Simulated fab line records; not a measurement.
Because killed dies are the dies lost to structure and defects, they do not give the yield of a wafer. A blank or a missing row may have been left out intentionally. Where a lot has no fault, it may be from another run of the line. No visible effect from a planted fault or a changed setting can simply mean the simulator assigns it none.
Which tool is to blame? | flow gf180mcu | 39 wafers from 13 lots sampled at 4 of the route's 602 steps

== WHAT THE GAUGES SHOWED, per wafer ==
GF_TOP_METAL_THK_MEAS_06: measures by xrf. Usual: TOP_METAL_ALCU_THK typically reads 899 nm, with standard deviation 10.
lot  | measured     | on            | TOP_METAL_ALCU_THK (nm) | flag
L932 | day 27 08:54 | film_metro-02 | 891 888 892             |
L935 | day 28 07:03 | film_metro-04 | 885 897 900             |
L936 | day 28 19:02 | film_metro-04 | 904 911 912             |
L937 | day 28 21:03 | film_metro-04 | 907 909 906             |
L939 | day 29 10:10 | film_metro-04 | 914 906 913             |
L940 | day 29 15:53 | film_metro-04 | 898 911 908             |
L941 | day 30 06:32 | film_metro-04 | 887 893 895             |
L942 | day 30 12:17 | film_metro-04 | 905 902 905             |
L943 | day 30 18:56 | film_metro-04 | 900 905 895             |
L944 | day 30 23:43 | film_metro-01 | 887 893 891             |
L946 | day 31 11:05 | film_metro-02 | 891 892 891             |
L947 | day 31 20:30 | film_metro-02 | 902 899 906             |
L955 | day 33 17:53 | film_metro-04 | 880 895 898             |

GF_PASSIVATION_BOW_MEAS_14. Usual: PASSIVATION_BOW typically reads 134 um, with standard deviation 10.
lot  | measured     | on            | PASSIVATION_BOW (um) | flag
L932 | day 29 03:43 | film_metro-01 | 129 122 130          |
L935 | day 30 00:32 | film_metro-03 | 130 139 140          |
L936 | day 30 11:33 | film_metro-03 | 147 154 142          |
L937 | day 30 13:05 | film_metro-01 | 116 130 124          |
L939 | day 31 01:58 | film_metro-01 | 138 135 130          |
L940 | day 31 07:31 | film_metro-01 | 125 129 134          |
L941 | day 32 00:15 | film_metro-02 | 123 130 123          |
L942 | day 32 01:55 | film_metro-02 | 146 127 129          |
L943 | day 32 06:48 | film_metro-03 | 145 140 150          |
L944 | day 32 13:20 | film_metro-02 | 127 128 122          |
L946 | day 32 23:08 | film_metro-03 | 137 138 142          |
L947 | day 33 07:19 | film_metro-03 | 129 141 131          |
L955 | day 35 02:18 | film_metro-03 | 150 140 142          |

== WHAT TOOL EACH LOT RAN ON (gives the tool, then ch and the chambers of the sampled wafers, and finally the start) ==
lot  | GF_M2_SPUTTER_01             | GF_V5_ETCH_16
L932 | pvd_sputter-03, day 18 09:07 | rie_diel-01 ch 1,2,3, day 27 07:10
L935 | pvd_sputter-02, day 19 10:18 | rie_diel-04 ch 1,2, day 28 05:07
L936 | pvd_sputter-03, day 20 01:51 | rie_diel-04 ch 0,1,2, day 28 17:19
L937 | pvd_sputter-02, day 20 04:31 | rie_diel-01 ch 0,1,3, day 28 19:19
L939 | pvd_sputter-03, day 20 17:14 | rie_diel-02 ch 0,1,2, day 29 08:26
L940 | pvd_sputter-04, day 21 04:04 | rie_diel-04 ch 0,1,3, day 29 14:04
L941 | pvd_sputter-03, day 21 21:32 | rie_diel-01 ch 0,1, day 30 04:46
L942 | pvd_sputter-03, day 22 05:10 | rie_diel-02 ch 0,1,2, day 30 10:25
L943 | pvd_sputter-03, day 22 11:39 | rie_diel-02 ch 0,2, day 30 17:04
L944 | pvd_sputter-02, day 22 18:48 | rie_diel-04 ch 0,1,3, day 30 21:57
L946 | pvd_sputter-03, day 23 09:55 | rie_diel-04 ch 1,2,3, day 31 09:22
L947 | pvd_sputter-03, day 23 20:39 | rie_diel-01 ch 0,2,3, day 31 18:46
L955 | pvd_sputter-03, day 26 09:28 | rie_diel-01 ch 0,1,3, day 33 15:49
- GF_M2_SPUTTER_01: material TiN, target thk 30 nm, time 25 s.
- GF_V5_ETCH_16: etches BARC in N2/H2.

== AS READ BY THE TOOLS THEMSELVES (means over the sampled wafers that have a number; for cases with no such wafer, the mark the record gives instead) ==
GF_M2_SPUTTER_01. Usual: throttle_valve_pct reads 30.1 % (standard deviation 0.75).
lot  | tool           | throttle_valve_pct (%) | flag
L932 | pvd_sputter-03 | 29.7                   |
L935 | pvd_sputter-02 | 30.6                   |
L936 | pvd_sputter-03 | 29.4                   |
L937 | pvd_sputter-02 | 31.6                   |
L939 | pvd_sputter-03 | 29.8                   |
L940 | pvd_sputter-04 | 29.4                   |
L941 | pvd_sputter-03 | 29.7                   |
L942 | pvd_sputter-03 | 29.6                   |
L943 | pvd_sputter-03 | 29.9                   |
L944 | pvd_sputter-02 | 31.4                   |
L946 | pvd_sputter-03 | 30.1                   |
L947 | pvd_sputter-03 | 30.2                   |
L955 | pvd_sputter-03 | 29.9                   |

GF_V5_ETCH_16. Usual: bias_w 100.0 W, standard deviation 0.31; drypump_motor_current_A 6.0 A, standard deviation 0.49; n2_flow_sccm 100.0 sccm, standard deviation 0.31; oes_product_au 0.855 a.u., standard deviation 0.0051; throttle_valve_pct 13.226 %, standard deviation 0.0095.
lot  | tool        | bias_w (W) | drypump_motor_current_A (A) | n2_flow_sccm (sccm) | oes_product_au (a.u.) | throttle_valve_pct (%) | flag
L932 | rie_diel-01 | 100.1      | 5.6                         | 100.0               | 0.856                 | 13.220                 |
L935 | rie_diel-04 | 100.2      | 6.5                         | 99.6                | 0.856                 | 13.226                 |
L936 | rie_diel-04 | 99.7       | 6.5                         | 99.8                | 0.855                 | 13.228                 |
L937 | rie_diel-01 | 99.8       | 5.9                         | 100.1               | 0.851                 | 13.235                 |
L939 | rie_diel-02 | 100.3      | 6.0                         | 100.0               | 0.858                 | 13.225                 |
L940 | rie_diel-04 | 99.8       | 6.3                         | 100.0               | 0.856                 | 13.230                 |
L941 | rie_diel-01 | 100.3      | 5.7                         | 99.9                | 0.851                 | 13.225                 |
L942 | rie_diel-02 | 99.8       | 6.1                         | 100.1               | 0.853                 | 13.224                 |
L943 | rie_diel-02 | 99.6       | 6.4                         | 100.0               | 0.856                 | 13.220                 |
L944 | rie_diel-04 | 99.9       | 6.3                         | 99.9                | 0.857                 | 13.214                 |
L946 | rie_diel-04 | 99.9       | 6.3                         | 100.2               | 0.853                 | 13.235                 |
L947 | rie_diel-01 | 99.9       | 5.5                         | 99.9                | 0.855                 | 13.227                 |
L955 | rie_diel-01 | 100.4      | 5.9                         | 100.1               | 0.857                 | 13.226                 |

== THE ANSWER, worked out from the rows above alone ==
Rule: a lot is off if the mean of its wafers that have a number lies more than 3 standard deviations from the usual mean. A lot without any number at a reading at which 4 lots or more have one is off too. The other lots that the step has rows for count as sound. First the gauges in route order, then the tools' own readings, where a lot's mean is used as printed above. At the first step where some lot is off, the reading lying furthest off is the one used; lots without a number count as furthest.
None of the lots is off at any reading shown; this tells nothing.

== WHAT THE SIMULATOR PUT IN ==
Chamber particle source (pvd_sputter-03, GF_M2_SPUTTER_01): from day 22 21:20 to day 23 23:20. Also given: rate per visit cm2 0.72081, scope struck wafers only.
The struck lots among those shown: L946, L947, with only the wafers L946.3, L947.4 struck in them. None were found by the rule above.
